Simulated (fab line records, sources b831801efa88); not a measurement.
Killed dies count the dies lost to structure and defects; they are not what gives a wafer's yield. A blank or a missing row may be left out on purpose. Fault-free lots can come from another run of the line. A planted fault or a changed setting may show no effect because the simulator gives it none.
fab line records	flow sky130
record lots=5	wafers=14	last-day=50
route steps=708 shown CAP2M@614 METAL4@621 PAD_OPEN@708
lots that met no fault: from a run of the same line without faults
start-h: hours from the record's opening day to when the first of the lot's shown wafers began	wait-h: how many hours have passed since the lot's step before this one	" repeats the value in the row above	L1.1+2: one row covering several wafers at once	- either no value or no given start	* or withheld: withheld	< > ~ a bound
route shown NAME@n: names a module that has steps shown in the file, with the first one's number in the route	usual: mean/standard deviation taken from wafers without a fault	same: alike in all rows	chamber/n: place in a boat	sites: each site's reading	_std_site: how widely they spread, as a standard deviation	_edge_site: mean of outer sites minus mean of inner sites	radius-mm: how far each site lies from the wafer's centre	mask NAME#n: copy n	behind: the tool/chamber that last shaped the wafer	hold: the reason the lot was held/the length of the hold in hours/how it ended	device: the transistor (n, p or np) that didn't switch	end of line: the same wafers' tests at the end of the route	step lacking rows: just its recipe	killed: count of dies lost to structure and defects at first sort (not the wafer's yield)	map: per-die view of a wafer (x killed, . not killed, _ where there is no die)
set.NAME: setting as actually run; set.NAME@STEP: the setting as run at that earlier step	model.NAME: the simulator's own value behind a step, which no gauge read
certain route steps with their lots: each step a table, each wafer a row
services: a tool's chamber out of use, with start hour (start-h, from the record's first day; less than 0 if before it), hours out, and reason
## steps
# step SKY_CAP2M_DEVELOP_11
# recipe resist=NOVOLAK	developer=TMAH	develop-time-s=60	dev-temp-c=23
# step SKY_CAP2M_OVL_MEAS_12
# usual CAP2M_OVL=-1.2/1.5
lot.wafer	tool	chamber	start-h	wait-h	CAP2M_OVL[nm]
L871.1	overlay-02	-	973.16	0.1	-4.2
L871.2	"	-	"	"	-1.7
L871.5	"	-	"	"	-1.9
L880.1	overlay-02	-	1033.16	0.1	-5.3
L880.3	"	-	"	"	-2.5
L880.6	"	-	"	"	-2.2
L883.2	overlay-02	-	1053.12	0.1	1.2
L883.3	"	-	"	"	-0.8
L883.6	"	-	"	"	-1.3
L886.2	overlay-01	-	1070.79	0.1	-0.3
L886.3	"	-	"	"	-0.8
L892.2	overlay-02	-	1105.97	0.1	-1.9
L892.4	"	-	"	"	-2.7
L892.6	"	-	"	"	-3.9
# step SKY_CAP2M_METAL_ETCH_13
# recipe target-depth-nm=220	stop-on=SiO2	chemistry=Cl2/BCl3	target=TiN	pressure-mtorr=10	icp-w=900	bias-w=48.5	Cl2_flow_sccm=60	bcl3-flow-sccm=30	time-s=62.9
# usual drypump-motor-current-A=5.9/0.44	oes-product-au=0.942/0.0066	rf-fwd-power-W=890/3.4	throttle-valve-pct=21.901/0.01
lot.wafer	tool	chamber	start-h	wait-h	drypump-motor-current-A	oes-product-au	rf-fwd-power-W	rf-hours-counter-h	throttle-valve-pct
L871.1	rie-metal-03	0	973.20	0.0	6.1	0.940	891	17	21.910
L871.2	"	1	"	"	5.7	0.937	889	8	21.889
L871.5	"	1	"	"	5.7	0.934	889	-	21.893
L880.1	rie-metal-02	0	1033.20	0.0	5.9	0.948	894	9	21.895
L880.3	"	1	"	"	5.2	0.956	891	-	21.891
L880.6	"	1	"	"	5.3	0.950	890	-	21.896
L883.2	rie-metal-01	1	1053.15	0.0	6.7	0.940	895	22	21.898
L883.3	"	1	"	"	6.7	0.948	892	-	21.909
L883.6	"	1	"	"	6.7	0.934	892	-	21.893
L886.2	rie-metal-02	0	1070.82	0.0	5.9	0.946	896	12	21.884
L886.3	"	0	"	"	5.9	0.951	893	-	21.889
L892.2	rie-metal-02	1	1106.00	0.0	5.3	0.939	891	23	21.905
L892.4	"	0	"	"	5.9	0.934	893	-	21.878
L892.6	"	1	"	"	5.3	0.941	892	-	21.903
# step SKY_CAP2M_STRIP_14
# recipe chemistry=O2/N2	power-w=1400	pressure-mtorr=1500	platen-temp-c=withheld	o2-flow-sccm=3000	n2-flow-sccm=300	overash-fraction=0.5
# usual drypump-motor-current-A=5.5/0.51	oes-product-au=0.711/0.0041	strip-time-to-endpoint-s=12.67/0.05
lot.wafer	tool	chamber	start-h	wait-h	drypump-motor-current-A	oes-product-au	rf-hours-counter-h	strip-time-to-endpoint-s
L871.1	plasma-asher-02	1	973.27	0.1	4.8	0.707	119	12.71
L871.2	"	0	"	"	6.0	0.710	119	12.72
L871.5	"	1	"	"	4.8	0.703	-	12.67
L880.1	plasma-asher-02	1	1033.28	0.1	4.8	0.713	125	12.70
L880.3	"	0	"	"	6.0	0.709	-	12.67
L880.6	"	0	"	"	6.0	0.709	-	12.68
L883.2	plasma-asher-03	1	1053.22	0.1	5.4	0.710	88	12.63
L883.3	"	1	"	"	5.4	0.714	-	12.66
L883.6	"	1	"	"	5.4	0.716	-	12.64
L886.2	plasma-asher-02	0	1070.90	0.1	6.1	0.714	1	12.60
L886.3	"	0	"	"	6.1	0.716	-	12.59
L892.2	plasma-asher-04	1	1106.08	0.1	5.0	0.706	39	12.60
L892.4	"	0	"	"	5.6	0.711	-	12.57
L892.6	"	0	"	"	5.6	0.712	-	12.60
# step SKY_CAP2M_STRIP_15
# recipe chemistry=post-etch-residue-remover	time-s=1200	temp-c=72.5
# step SKY_CAP2M_CLEAN_16
# recipe chemistry=IPA	time-s=180	temp-c=25
# step SKY_CAP2M_CLEAN_17
# recipe chemistry=O3/DIW	dry=n2-spin
# step SKY_METAL4_DEHYDRATE_05
# recipe temp-c=200	time-s=60
# step SKY_METAL4_HMDS_06
# recipe prime-time-s=60	prime-temp-c=120
# step SKY_METAL4_COAT_07
# recipe resist=BARC	temp-c=withheld	time-s=withheld	spin-rpm=3000	resist-thk-nm=60
# step SKY_METAL4_COAT_08
# recipe resist=KrF-thick	spin-rpm=3000	resist-thk-nm=1140
# step SKY_METAL4_SOFTBAKE_09
# recipe temp-c=100	time-s=90	resist=KrF-thick
# step SKY_METAL4_EXPOSE_10
# recipe mask-id=MM4	na=0.68	source-shape=annular	sigma-inner=0.4	sigma-outer=0.8	target-cd-nm=300	dose-mj=28
# usual focus-offset-nm=-0.1/0.46
# same na=0.68
lot.wafer	tool	chamber	start-h	wait-h	mask	focus-offset-nm
L871.1	krf-scanner-01	0	985.48	-	MM4#0	-0.4
L871.2	"	0	"	"	MM4#0	-0.3
L871.5	"	0	"	"	MM4#0	-0.1
L880.1	krf-scanner-02	0	1044.90	-	MM4#0	-0.1
L880.3	"	0	"	"	MM4#0	0.1
L880.6	"	0	"	"	MM4#0	-0.7
L883.2	krf-scanner-01	0	1064.70	-	MM4#0	0.1
L883.3	"	0	"	"	MM4#0	0.1
L883.6	"	0	"	"	MM4#0	0.1
L886.2	krf-scanner-02	0	1082.35	-	MM4#0	-1.2
L886.3	"	0	"	"	MM4#0	0.3
L892.2	krf-scanner-01	0	1116.91	-	MM4#0	-0.6
L892.4	"	0	"	"	MM4#0	0.1
L892.6	"	0	"	"	MM4#0	0.1
# step SKY_METAL4_PEB_11
# recipe peb-temp-c=withheld	peb-time-s=withheld	resist=KrF-thick
# step SKY_METAL4_DEVELOP_12
# recipe develop-time-s=60	resist=KrF-thick	dev-temp-c=21
# step SKY_METAL4_CD_MEAS_13
# recipe target-cd-nm=300
# usual cd-nm=301.0/1.4
lot.wafer	tool	chamber	start-h	wait-h	cd-nm
L871.1	cd-sem-01	-	996.72	-	300.0
L871.2	"	-	"	"	299.2
L871.5	"	-	"	"	302.5
L880.1	cd-sem-02	-	1055.75	-	299.8
L880.3	"	-	"	"	298.7
L880.6	"	-	"	"	298.7
L883.2	cd-sem-02	-	1074.87	-	303.0
L883.3	"	-	"	"	303.5
L883.6	"	-	"	"	302.4
L886.2	cd-sem-01	-	1092.07	-	212.9
L886.3	"	-	"	"	211.4
L892.2	cd-sem-02	-	1126.68	-	302.9
L892.4	"	-	"	"	302.7
L892.6	"	-	"	"	301.2
# step SKY_METAL4_OVL_MEAS_14
# usual METAL4_OVL=1/5.4
lot.wafer	tool	chamber	start-h	wait-h	METAL4_OVL[nm]
L871.1	overlay-02	-	996.84	0.1	-5
L871.2	"	-	"	"	-7
L871.5	"	-	"	"	-1
L880.1	overlay-01	-	1055.87	0.1	-11
L880.3	"	-	"	"	-13
L880.6	"	-	"	"	-7
L883.2	overlay-02	-	1074.98	0.1	1
L883.3	"	-	"	"	0
L883.6	"	-	"	"	-9
L886.2	overlay-02	-	1092.18	0.1	-2
L886.3	"	-	"	"	1
L892.2	overlay-02	-	1126.79	0.1	1
L892.4	"	-	"	"	1
L892.6	"	-	"	"	-5
# step SKY_METAL4_DESCUM_15
# recipe chemistry=O2	source-power-w=150	bias-power-w=0	pressure-mtorr=10	temp-c=40	time-s=8
# usual drypump-motor-current-A=6.0/0.49	oes-product-au=1.002/0.01	rf-fwd-power-W=146.5/0.52
lot.wafer	tool	chamber	start-h	wait-h	drypump-motor-current-A	oes-product-au	rf-fwd-power-W	rf-hours-counter-h	model.METAL4.cd-nm
L871.1	rie-metal-02	1	996.88	0.0	5.3	1.015	146.5	16	299.5
L871.2	"	0	"	"	5.9	1.003	146.3	8	299.1
L871.5	"	0	"	"	5.9	1.010	146.0	-	302.5
L880.1	rie-metal-01	1	1055.91	0.0	6.6	0.997	146.2	22	300.2
L880.3	"	1	"	"	6.7	0.986	146.7	-	298.8
L880.6	"	1	"	"	6.7	0.996	146.8	-	298.3
L883.2	rie-metal-01	0	1075.01	0.0	5.9	0.977	145.8	10	302.5
L883.3	"	0	"	"	5.9	1.003	145.6	-	303.1
L883.6	"	1	"	"	6.7	1.003	146.8	-	302.3
L886.2	rie-metal-02	0	1092.21	0.0	5.9	1.004	146.5	13	212.5
L886.3	"	0	"	"	5.9	1.002	146.0	-	211.2
L892.2	rie-metal-01	0	1126.82	0.0	5.9	0.989	147.2	14	302.5
L892.4	"	0	"	"	5.9	0.985	146.5	-	302
L892.6	"	1	"	"	6.7	0.995	146.3	-	301.2
# step SKY_METAL4_ETCH_16
# recipe chemistry=N2/H2	target=BARC	ion-energy-ev=200	bias-w=100	pressure-mtorr=30	n2-flow-sccm=100	h2-flow-sccm=200	icp-w=500	stop-on=SiO2	time-s=88.2	target-depth-a=600
# usual drypump-motor-current-A=6.0/0.49	oes-product-au=0.626/0.0048	rf-fwd-power-W=496.1/1.7	throttle-valve-pct=13.204/0.0089
lot.wafer	tool	chamber	start-h	wait-h	drypump-motor-current-A	oes-product-au	rf-fwd-power-W	rf-hours-counter-h	throttle-valve-pct
L871.1	rie-metal-02	1	996.91	0.0	5.3	0.634	495.2	16	13.203
L871.2	"	0	"	"	5.9	0.629	496.7	8	13.209
L871.5	"	0	"	"	5.9	0.627	497.6	-	13.193
L880.1	rie-metal-01	1	1055.94	0.0	6.7	0.622	497.5	22	13.192
L880.3	"	1	"	"	6.7	0.618	495.8	-	13.196
L880.6	"	1	"	"	6.7	0.624	498.7	-	13.209
L883.2	rie-metal-01	0	1075.04	0.0	5.9	0.624	495.7	11	13.208
L883.3	"	0	"	"	5.9	0.629	493.8	-	13.181
L883.6	"	1	"	"	6.7	0.623	493.9	-	13.210
L886.2	rie-metal-02	0	1092.24	0.0	5.9	0.629	496.0	13	13.199
L886.3	"	0	"	"	5.9	0.624	497.0	-	13.203
L892.2	rie-metal-01	0	1126.85	0.0	5.9	0.626	491.9	14	13.208
L892.4	"	0	"	"	5.9	0.627	493.9	-	13.208
L892.6	"	1	"	"	6.7	0.623	496.4	-	13.201
# step SKY_METAL4_ETCH_17
# recipe target=SiO2	stop-on=TiN	chemistry=C4F8/O2/Ar	source-w=1500	bias-w=1200	pressure-mtorr=40	c4f8-flow-sccm=withheld	O2_flow_sccm=6	Ar_flow_sccm=300	time-s=3.9	target-depth-a=150
# usual oes-product-au=0.753/0.0058	rf-fwd-power-W=1470/7.9
lot.wafer	tool	chamber	start-h	wait-h	oes-product-au	rf-fwd-power-W	rf-hours-counter-h
L871.1	rie-diel-04	2	997.01	0.1	0.741	1459	4
L871.2	"	1	"	"	0.752	1481	6
L871.5	"	3	"	"	0.756	1469	-
L880.1	rie-diel-01	1	1056.04	0.1	0.746	1464	3
L880.3	"	0	"	"	0.759	1471	16
L880.6	"	3	"	"	0.748	1461	-
L883.2	rie-diel-04	0	1075.14	0.1	0.751	1463	14
L883.3	"	3	"	"	0.751	1480	11
L883.6	"	3	"	"	0.753	1473	-
L886.2	rie-diel-04	0	1092.34	0.1	0.753	1459	15
L886.3	"	1	"	"	0.755	1483	10
L892.2	rie-diel-01	2	1126.95	0.1	0.740	1481	15
L892.4	"	3	"	"	0.750	1467	12
L892.6	"	3	"	"	0.751	1463	-
# step SKY_METAL4_METAL_ETCH_18
# recipe target-depth-a=8450	stop-on=SiO2	over-etch-frac=0.3	time-s=183.1	chemistry=Cl2/BCl3	resist-sidewall-deg=88	pressure-mtorr=10	icp-w=900	bias-w=48.5	Cl2_flow_sccm=60	bcl3-flow-sccm=30
# usual drypump-motor-current-A=6.1/0.49	oes-product-au=0.866/0.0059	rf-fwd-power-W=895.9/2.7	throttle-valve-pct=22.265/0.0089
lot.wafer	tool	chamber	start-h	wait-h	drypump-motor-current-A	oes-product-au	rf-fwd-power-W	rf-hours-counter-h	throttle-valve-pct	model.METAL4.cd-nm
L871.1	rie-metal-01	1	997.03	0.0	6.7	0.874	898.9	18	22.259	296.2
L871.2	"	1	"	"	6.7	0.873	900.9	-	22.265	298.3
L871.5	"	1	"	"	6.7	0.868	895.8	-	22.274	300
L880.1	rie-metal-02	0	1056.06	0.0	5.9	0.872	901.1	11	22.267	304.1
L880.3	"	0	"	"	5.9	0.872	897.5	-	22.277	302.6
L880.6	"	0	"	"	5.9	0.869	896.7	-	22.271	304.9
L883.2	rie-metal-04	1	1075.16	0.0	6.6	0.863	898.2	21	22.272	300.4
L883.3	"	1	"	"	6.6	0.861	896.7	-	22.268	302
L883.6	"	0	"	"	6.0	0.853	898.5	-	22.265	296.5
L886.2	rie-metal-01	0	1092.36	0.0	5.9	0.861	896.3	12	22.266	207.2
L886.3	"	0	"	"	5.9	0.849	895.2	-	22.246	205.7
L892.2	rie-metal-02	0	1126.97	0.0	5.9	0.871	893.8	17	22.256	307.2
L892.4	"	0	"	"	5.9	0.876	899.1	-	22.277	307.3
L892.6	"	1	"	"	5.3	0.870	895.5	-	22.264	301.3
# step SKY_METAL4_STRIP_19
# recipe chemistry=O2/N2	power-w=1400	pressure-mtorr=1500	platen-temp-c=withheld	o2-flow-sccm=3000	n2-flow-sccm=300	overash-fraction=0.5
# usual drypump-motor-current-A=5.6/0.42	oes-product-au=0.501/0.0053	strip-time-to-endpoint-s=6.50/0.071
lot.wafer	tool	chamber	start-h	wait-h	drypump-motor-current-A	oes-product-au	rf-hours-counter-h	strip-time-to-endpoint-s
L871.1	plasma-asher-01	1	997.38	0.3	6.0	0.497	56	6.43
L871.2	"	0	"	"	5.2	0.505	56	6.52
L871.5	"	1	"	"	6.0	0.499	-	6.46
L880.1	plasma-asher-04	0	1056.24	0.1	5.6	0.497	33	6.46
L880.3	"	1	"	"	5.0	0.507	-	6.49
L880.6	"	0	"	"	5.6	0.500	-	6.43
L883.2	plasma-asher-03	0	1075.34	0.1	6.1	0.507	89	6.47
L883.3	"	0	"	"	6.1	0.500	-	6.53
L883.6	"	0	"	"	6.1	0.499	-	6.45
L886.2	plasma-asher-03	0	1092.54	0.1	6.1	0.503	90	6.57
L886.3	"	1	"	"	5.3	0.506	-	6.57
L892.2	plasma-asher-01	1	1127.15	0.1	6.1	0.496	69	6.41
L892.4	"	1	"	"	6.1	0.508	-	6.46
L892.6	"	1	"	"	6.1	0.502	-	6.44
# step SKY_PAD_OPEN_PROBE_99
# usual defect-limited-yield=82.7/2	killed_at_M0_to_M3=42/7.7	killed_at_M4_up=3.1/1.9	killed-at-contacts=24/4.9	killed-at-front-end=15/4.6	killed-at-other=0.3/0.51	killed-dies=85/9.9	killed-on-rim=17/4.1	killed-open=47/7.1	killed-short=38/6.7	sort_bin_3_pad_short=0.9/0.46	sort_bin_5_function=10.1/1.5	sort_bin_6_memory=6.3/1.1	sort-n-pass=407/9.9	sort-yield-pct=82.7/2
# same gross-dies=492	killed-at-back-side=0	sort_bin_4_leakage[%]=0	sort_bin_8_speed[%]=0
lot.wafer	tool	chamber	start-h	wait-h	defect-limited-yield[%]	killed_at_M0_to_M3	killed_at_M4_up	killed-at-contacts	killed-at-front-end	killed-at-other	killed-dies	killed-on-rim	killed-open	killed-short	sort_bin_3_pad_short[%]	sort_bin_5_function[%]	sort_bin_6_memory[%]	sort-n-pass	sort-yield-pct[%]
L871.1	prober-01	-	1090.86	0.1	83.9	37	6	26	10	0	79	14	35	44	1.2	9.6	5.3	413	83.9
L871.2	prober-01	-	1090.91	0.1	82.5	45	5	19	17	0	86	10	48	38	0.2	10.8	6.5	406	82.5
L871.5	prober-01	-	1091.06	0.2	82.9	43	4	28	9	0	84	16	48	36	0.8	10.2	6.1	408	82.9
L880.1	prober-02	-	1142.11	0.1	84.3	42	3	15	17	0	77	14	47	30	1.4	8.1	6.1	415	84.3
L880.3	prober-02	-	1142.21	0.2	80.5	44	3	29	19	1	96	16	48	47	1.0	11.0	7.5	396	80.5
L880.6	prober-02	-	1142.36	0.2	84.6	35	6	27	8	0	76	16	33	43	0.8	10.8	3.9	416	84.6
L883.2	prober-01	-	1159.50	0.1	83.7	36	6	23	15	0	80	12	37	43	1.0	8.9	6.3	412	83.7
L883.3	prober-01	-	1159.55	0.2	83.7	31	1	23	23	2	80	17	40	40	1.8	9.8	4.7	412	83.7
L883.6	prober-01	-	1159.70	0.2	78.0	42	2	37	27	0	108	24	60	48	1.6	11.4	8.9	384	78.0
L886.2	prober-02	-	1173.58	0.1	0	49	392	30	21	0	492	96	69	34	0.6	92.9	6.5	0	0
L886.3	prober-02	-	1173.63	0.2	0	31	415	29	16	1	492	96	49	30	0	93.5	6.5	0	0
L892.2	prober-02	-	1199.20	0.1	80.1	56	1	26	15	0	98	18	51	47	1.4	10.8	7.7	394	80.1
L892.4	prober-02	-	1199.30	0.2	80.9	42	2	29	20	1	94	24	52	42	0.4	12.4	6.3	398	80.9
L892.6	prober-02	-	1199.40	0.2	83.9	42	3	25	9	0	79	16	31	48	0.4	8.7	6.9	413	83.9
# killed by level:class
L871.1 CONTACT:geometric-particle:open=12 VIA1:geometric-particle:open=7 METAL4:geometric-particle:short=6 LOCAL_INTERCONNECT:geometric-particle:short=5 CONTACT:geometric-particle:short=5 METAL1:geometric-particle:short=5 METAL2:geometric-particle:short=5 FIELD_ISO:geometric-particle:short=4
L871.2 CONTACT:geometric-particle:open=11 METAL1:geometric-particle:short=9 FIELD_ISO:geometric-particle:open=8 METAL2:geometric-particle:short=8 VIA2:geometric-particle:open=6 VIA3:geometric-particle:open=6 VIA1:geometric-particle:open=5 FIELD_ISO:geometric-particle:short=4
L871.5 VIA1:geometric-particle:open=12 CONTACT:geometric-particle:open=7 CONTACT:geometric-particle:short=7 VIA3:geometric-particle:open=7 LOCAL_INTERCONNECT:geometric-particle:short=6 LI_CONTACT:geometric-particle:open=5 METAL1:geometric-particle:short=5 VIA2:geometric-particle:short=4
L880.1 VIA3:geometric-particle:open=11 VIA1:geometric-particle:open=8 VIA2:geometric-particle:open=6 FIELD_ISO:geometric-particle:open=4 FIELD_ISO:geometric-particle:short=4 CONTACT:geometric-particle:short=4 METAL2:geometric-particle:short=4 POLY_GATE:geometric-particle:short=3
L880.3 VIA1:geometric-particle:open=10 VIA3:geometric-particle:open=8 CONTACT:geometric-particle:open=7 LI_CONTACT:geometric-particle:short=6 LI_CONTACT:geometric-particle:open=6 CONTACT:geometric-particle:short=6 VIA2:geometric-particle:open=6 FIELD_ISO:geometric-particle:short=5
L880.6 CONTACT:geometric-particle:open=10 VIA1:geometric-particle:short=6 LI_CONTACT:geometric-particle:open=5 CONTACT:geometric-particle:short=5 VIA3:geometric-particle:open=5 METAL2:geometric-particle:short=4 VIA2:geometric-particle:short=4 METAL4:geometric-particle:short=4
L883.2 LI_CONTACT:geometric-particle:open=8 METAL1:geometric-particle:short=8 VIA1:geometric-particle:open=5 FIELD_ISO:geometric-particle:short=5 LOCAL_INTERCONNECT:geometric-particle:short=5 CONTACT:geometric-particle:open=5 VIA2:geometric-particle:open=4 VIA3:geometric-particle:open=4
L883.3 LI_CONTACT:geometric-particle:open=10 VIA1:geometric-particle:open=7 METAL1:geometric-particle:short=6 FIELD_ISO:geometric-particle:short=5 POLY_GATE:geometric-particle:short=5 LI_CONTACT:geometric-particle:short=5 CONTACT:geometric-particle:open=5 FIELD_ISO:geometric-particle:open=4
L883.6 CONTACT:geometric-particle:open=12 VIA1:geometric-particle:open=12 LI_CONTACT:geometric-particle:open=9 FIELD_ISO:geometric-particle:open=7 VIA2:geometric-particle:open=7 FIELD_ISO:geometric-particle:short=6 CONTACT:geometric-particle:short=6 METAL1:geometric-particle:short=6
L886.2 METAL4:area-expose=388 VIA1:geometric-particle:open=15 CONTACT:geometric-particle:open=15 VIA3:geometric-particle:open=8 LI_CONTACT:geometric-particle:open=7 FIELD_ISO:geometric-particle:open=6 VIA1:geometric-particle:short=6 VIA2:geometric-particle:open=6
L886.3 METAL4:area-expose=411 CONTACT:geometric-particle:open=10 VIA3:geometric-particle:open=9 VIA1:geometric-particle:open=8 VIA2:geometric-particle:open=6 LOCAL_INTERCONNECT:geometric-particle:short=5 CONTACT:geometric-particle:short=5 FIELD_ISO:geometric-particle:short=4
L892.2 VIA1:geometric-particle:open=13 VIA3:geometric-particle:open=9 LOCAL_INTERCONNECT:geometric-particle:short=8 VIA2:geometric-particle:open=7 LI_CONTACT:geometric-particle:open=7 METAL3:geometric-particle:short=6 METAL2:geometric-particle:short=6 FIELD_ISO:geometric-particle:short=5
L892.4 VIA1:geometric-particle:open=13 CONTACT:geometric-particle:open=10 LI_CONTACT:geometric-particle:open=8 FIELD_ISO:geometric-particle:short=7 VIA1:geometric-particle:short=6 FIELD_ISO:geometric-particle:open=4 POLY_GATE:geometric-particle:open=4 METAL1:geometric-particle:short=4
L892.6 CONTACT:geometric-particle:open=10 VIA3:geometric-particle:open=8 METAL1:geometric-particle:short=7 VIA1:geometric-particle:open=7 VIA1:geometric-particle:short=6 VIA2:geometric-particle:short=5 LI_CONTACT:geometric-particle:short=5 LOCAL_INTERCONNECT:geometric-particle:short=5
# map L886.2 (x killed, . not)
__________xxxxxxxxxx_________
________xxxxxxxxxxxxxx_______
______xxxxxxxxxxxxxxxxxx_____
_____xxxxxxxxxxxxxxxxxxxx____
____xxxxxxxxxxxxxxxxxxxxxx___
___xxxxxxxxxxxxxxxxxxxxxxxx__
__xxxxxxxxxxxxxxxxxxxxxxxxxx_
_xxxxxxxxxxxxxxxxxxxxxxxxxxxx
_xxxxxxxxxxxxxxxxxxxxxxxxxxxx
_xxxxxxxxxxxxxxxxxxxxxxxxxxxx
_xxxxxxxxxxxxxxxxxxxxxxxxxxxx
_xxxxxxxxxxxxxxxxxxxxxxxxxxxx
_xxxxxxxxxxxxxxxxxxxxxxxxxxxx
_xxxxxxxxxxxxxxxxxxxxxxxxxxxx
_xxxxxxxxxxxxxxxxxxxxxxxxxxxx
__xxxxxxxxxxxxxxxxxxxxxxxxxx_
___xxxxxxxxxxxxxxxxxxxxxxxx__
____xxxxxxxxxxxxxxxxxxxxxx___
_____xxxxxxxxxxxxxxxxxxxx____
______xxxxxxxxxxxxxxxxxx_____
________xxxxxxxxxxxxxx_______
__________xxxxxxxxxx_________
# map L880.3 (x killed, . not)
__________.........._________
________..x..........._______
______...xx....xx.x....._____
_____.......x.......x....____
____......................___
___..............x..x...x..__
__.x....................x..._
_...x...............x.......x
_......x..............xx.....
_.xxxx..x...x..xx..x..x...x..
_..x.......x...xx....x.....x.
_.....x.....x..x....x........
_.x....x...x..x......x.x...x.
_.....x.x..x..x..xx.x.xx.xx.x
_x...x....x...........x.x..xx
__......x..x.x........x....._
___..x...................x.__
____x..x.x.x..xxx.........___
_____x......x......x.x...____
______.....x..x....x...._____
________xxxx.xx..x...._______
__________x..x....x._________
## services
tool	chamber	start-h	hours	kind
plasma-asher-04	-	950.83	1.7	repair
rie-metal-02	-	966.62	2.8	pm
krf-scanner-01	-	968.56	1.3	pm
krf-scanner-02	-	970.26	0.8	pm
krf-scanner-02	-	977.24	6.4	repair
krf-scanner-02	-	985.12	1.0	pm
rie-diel-01	1	986.80	9.4	repair
krf-scanner-01	-	999.47	0.8	pm
rie-diel-01	1	1005.88	9.0	repair
rie-diel-04	0	1010.75	2.0	repair
rie-diel-04	-	1015.01	4.6	repair
rie-diel-04	2	1015.78	3.3	repair
krf-scanner-01	-	1037.87	7.2	pm
plasma-asher-04	-	1039.85	5.7	repair
plasma-asher-01	-	1042.12	5.5	repair
rie-diel-04	3	1043.56	8.8	repair
krf-scanner-01	-	1045.07	4.4	pm
plasma-asher-02	-	1055.25	9.0	pm
krf-scanner-01	-	1057.26	4.0	pm
plasma-asher-03	-	1059.28	12.8	pm
plasma-asher-01	-	1069.16	0.4	repair
krf-scanner-01	-	1074.48	1.0	pm
plasma-asher-01	-	1091.55	2.4	repair
rie-diel-04	3	1098.87	11.8	repair
## key
first-sign step=SKY_METAL4_CD_MEAS_13	reading=cd-nm	direction=down	sigmas=63	usual=301.0	struck=212.2
effect step=SKY_PAD_OPEN_PROBE_99	reading=killed_at_M4_up	direction=up	sigmas=99+	usual=3.1	struck=403.5
model-effect step=SKY_METAL4_DESCUM_15	value=METAL4.cd-nm	without=298.5	struck=211.9
model-effect step=SKY_METAL4_METAL_ETCH_18	value=METAL4.cd-nm	without=293.1	struck=206.4
more-kills-born-at SKY_METAL4_EXPOSE_10@krf-scanner-02=799
met-at SKY_METAL4_EXPOSE_10
struck-wafers L886.2,L886.3
later-rows-left-out L886.2,L886.3
onset-between 1044.90 1082.35
also-fits SKY_CAP2M_STRIP_14:plasma-asher-02
fault kind=process-parameter-drift	tool=krf-scanner-02	chamber=-	onset-h=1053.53	steps=SKY_METAL4_EXPOSE_10	channel=focus-nm	offset=454.04	shape=step	end-h=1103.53	scope=struck-wafers-only
# later-rows-left-out: the simulator's readings of these wafers behind a module that went badly wrong aren't trusted and aren't shown, but for the sort
